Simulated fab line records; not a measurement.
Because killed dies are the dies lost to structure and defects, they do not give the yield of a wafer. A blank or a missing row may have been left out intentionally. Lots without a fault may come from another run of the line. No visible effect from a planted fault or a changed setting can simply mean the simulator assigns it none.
Comparing a struck lot with a sound one -- flow sky130 -- 43 out of 708 route steps
Sound: the wafers L658.1, L658.2, L658.6. Wafers struck: L672.2, L672.3, L672.4. At the end, the cause is stated.
At each step with rows: each side's tool, then ch and its chambers, then its first start. Under that, the readings that differ: sound wafers -- struck wafers -- difference of the means -- sigmas: that difference in standard deviations of wafers without a fault.
alike: a reading whose means differ by less than 2 such deviations, as well as words and numbers matching on both sides. not compared: withheld readings; readings where some wafer has no value; bounds like >300 that might hide an equal value; numbers whose values overlap and for which the record gives no deviation.
Wherever a step has rows on one side only, a row that says differs or no value, or a row with sigmas, the two part there. Numbers that don't overlap but have no deviation are shown without sigmas and don't part them. Lack of a reading on every wafer of one side parts them only where that side has two or more wafers.

first, 4 steps without rows for these wafers: SKY_LOCAL_INTERCONNECT_SOFTBAKE_07 (time 90 s); SKY_LOCAL_INTERCONNECT_EXPOSE_08 (exposes mask LI1M, target cd 170 nm); SKY_LOCAL_INTERCONNECT_PEB_09; SKY_LOCAL_INTERCONNECT_DEVELOP_10 (develop time 60 s).
SKY_LOCAL_INTERCONNECT_CD_MEAS_11 targets a cd of 170 nm.
  struck on cd sem-02, day 35 08:08; sound on cd sem-01, day 30 13:10
  alike: cd nm
SKY_LOCAL_INTERCONNECT_OVL_MEAS_12:
  struck on overlay-02, day 35 08:14; sound on overlay-02, day 30 13:17
  alike: LOCAL_INTERCONNECT_OVL
SKY_LOCAL_INTERCONNECT_ETCH_13: etches BARC in N2/H2, stops on SiO2, time 45.9 s, target depth 60 nm.
  sound on rie metal-01 ch 0,1, day 30 13:19; struck on rie metal-02 ch 0,1, day 35 08:16
  alike: drypump motor current A, oes product au, throttle valve pct
  not compared: rf hours counter h
then, 5 steps without rows for these wafers: SKY_LOCAL_INTERCONNECT_METAL_ETCH_14 (etches TiN in Cl2/BCl3, stops on PSG, target depth 110 nm, time 31.4 s); SKY_LOCAL_INTERCONNECT_STRIP_15 (strips in O2/N2); SKY_LOCAL_INTERCONNECT_STRIP_16 (strips in post etch residue remover, time 1200 s); SKY_LOCAL_INTERCONNECT_CLEAN_17 (cleans in IPA, time 180 s); SKY_LOCAL_INTERCONNECT_CLEAN_18 (cleans in O3/DIW).
SKY_CONTACT_CVD_00: deposits Si3N4, target thk 75 nm.
  sound on pecvd-04 ch 0,2, day 30 14:02; struck on pecvd-02 ch 0,2, day 35 08:59
  alike: heater power w
SKY_CONTACT_THK_MEAS_01:
  struck on film metro-04, day 35 09:02; sound on film metro-03, day 30 14:04
  alike: CONTACT_CVD_00_THK
then, 1 step without rows for these wafers: SKY_CONTACT_HDPCVD_02 (deposits SiO2, target thk 565 nm, time 94.2 s).
SKY_CONTACT_THK_MEAS_03:
  struck on film metro-03, day 35 09:10; sound on film metro-04, day 30 14:12
  alike: CONTACT_HDPCVD_THK
SKY_CONTACT_CMP_04: polishes SiO2.
  sound on cmp-01 ch 0,1,2, day 30 14:16; struck on cmp-02 ch 0,2,3, day 35 09:13
  alike: head pressure psi, motor current A, time to endpoint s
SKY_CONTACT_BOW_MEAS_05:
  struck on film metro-03, day 35 09:32; sound on film metro-02, day 30 14:34
  alike: CONTACT_BOW
then, 8 steps without rows for these wafers: SKY_CONTACT_DEHYDRATE_06 (time 60 s); SKY_CONTACT_HMDS_07 (prime time 60 s); SKY_CONTACT_COAT_08 (resist thk 60 nm); SKY_CONTACT_COAT_09 (resist thk 450 nm); SKY_CONTACT_SOFTBAKE_10 (time 90 s); SKY_CONTACT_EXPOSE_11 (exposes mask CTM1, target cd 170 nm); SKY_CONTACT_PEB_12; SKY_CONTACT_DEVELOP_13 (develop time 60 s).
SKY_CONTACT_CD_MEAS_14 targets a cd of 170 nm.
  struck on cd sem-02, day 36 11:52; sound on cd sem-01, day 31 17:19
  alike: cd nm
SKY_CONTACT_OVL_MEAS_15:
  struck on overlay-02, day 36 11:59; sound on overlay-01, day 31 17:26
  alike: CONTACT_OVL
then, 1 step without rows for these wafers: SKY_CONTACT_ETCH_16 (etches BARC in N2/H2, stops on SiO2, time 45.9 s, target depth 60 nm).
SKY_CONTACT_ETCH_17: etches SiO2 in C4F8/O2/Ar, stops on Si3N4, target depth 340 nm.
  sound on rie diel-02 ch 0,2,3, day 31 17:31; struck on rie diel-04 ch 0,1,3, day 36 12:03
  alike: oes product au
SKY_CONTACT_ETCH_18: etches Si3N4 in CHF3/O2, stops on TiN, time 39 s, target depth 75 nm.
  sound on rie diel-02 ch 0,2,3; struck on rie diel-04 ch 0,1,3
  alike: O2_flow_sccm, chf3 flow sccm, drypump motor current A, oes product au, throttle valve pct
  not compared: rf hours counter h
then, 5 steps without rows for these wafers: SKY_CONTACT_STRIP_19 (strips in O2/N2); SKY_CONTACT_STRIP_20 (strips in post etch residue remover, time 1200 s); SKY_CONTACT_CLEAN_21 (cleans in IPA, time 180 s); SKY_CONTACT_CLEAN_22 (cleans in O3/DIW); SKY_CONTACT_SPUTTER_23 (material TiN, target thk 20 nm, time 80 s).
SKY_CONTACT_CVD_24: deposits W, target thk 340 nm, time 102.12 s.
  sound on cvd w-02 ch 0, day 31 18:15; struck on cvd w-02 ch 0,1, day 36 12:53
  alike: chamber pressure Torr, heater power w
SKY_CONTACT_RS_MEAS_25: the measuring method here is four-point-probe.
  struck on film metro-04, day 36 13:01; sound on film metro-02, day 31 18:28
  alike: CONTACT_W_RS
SKY_CONTACT_THK_MEAS_26: measures by xrf.
  struck on film metro-04, day 36 13:07; sound on film metro-02, day 31 18:35
  alike: CONTACT_W_THK
then, 3 steps without rows for these wafers: SKY_CONTACT_CMP_27 (polishes, stops on SiO2, t overpolish 15 s, target thk 0 nm); SKY_METAL1_SPUTTER_00 (material Ti, target thk 15 nm, time 10 s); SKY_METAL1_SPUTTER_01 (material TiN, target thk 20 nm, time 16.7 s).
-- the record jumps here: 13 days lie between the struck wafers' starts before and after (it left off in module METAL1 and takes up again in module PAD_OPEN, whose first step shown is number 708 of the route) --
SKY_PAD_OPEN_PROBE_99:
  struck on prober-02, day 49 10:50; sound on prober-02, day 45 19:01
reading,sound,struck,difference,sigmas
hold,- - -,await dispo/2.4h/release await dispo/2.4h/release await dispo/2.4h/release,no value on the sound wafers,
killed at contacts,32 26 28,61 65 53,+31,+6
killed dies,94 102 82,124 116 116,+26,+3
  alike: killed_at_M0_to_M3, killed_at_M4_up, killed at front end, killed at other, killed open, killed short

## WHERE THEY PART
Only at SKY_PAD_OPEN_PROBE_99, within this record.

WHY: the cause the simulator had injected
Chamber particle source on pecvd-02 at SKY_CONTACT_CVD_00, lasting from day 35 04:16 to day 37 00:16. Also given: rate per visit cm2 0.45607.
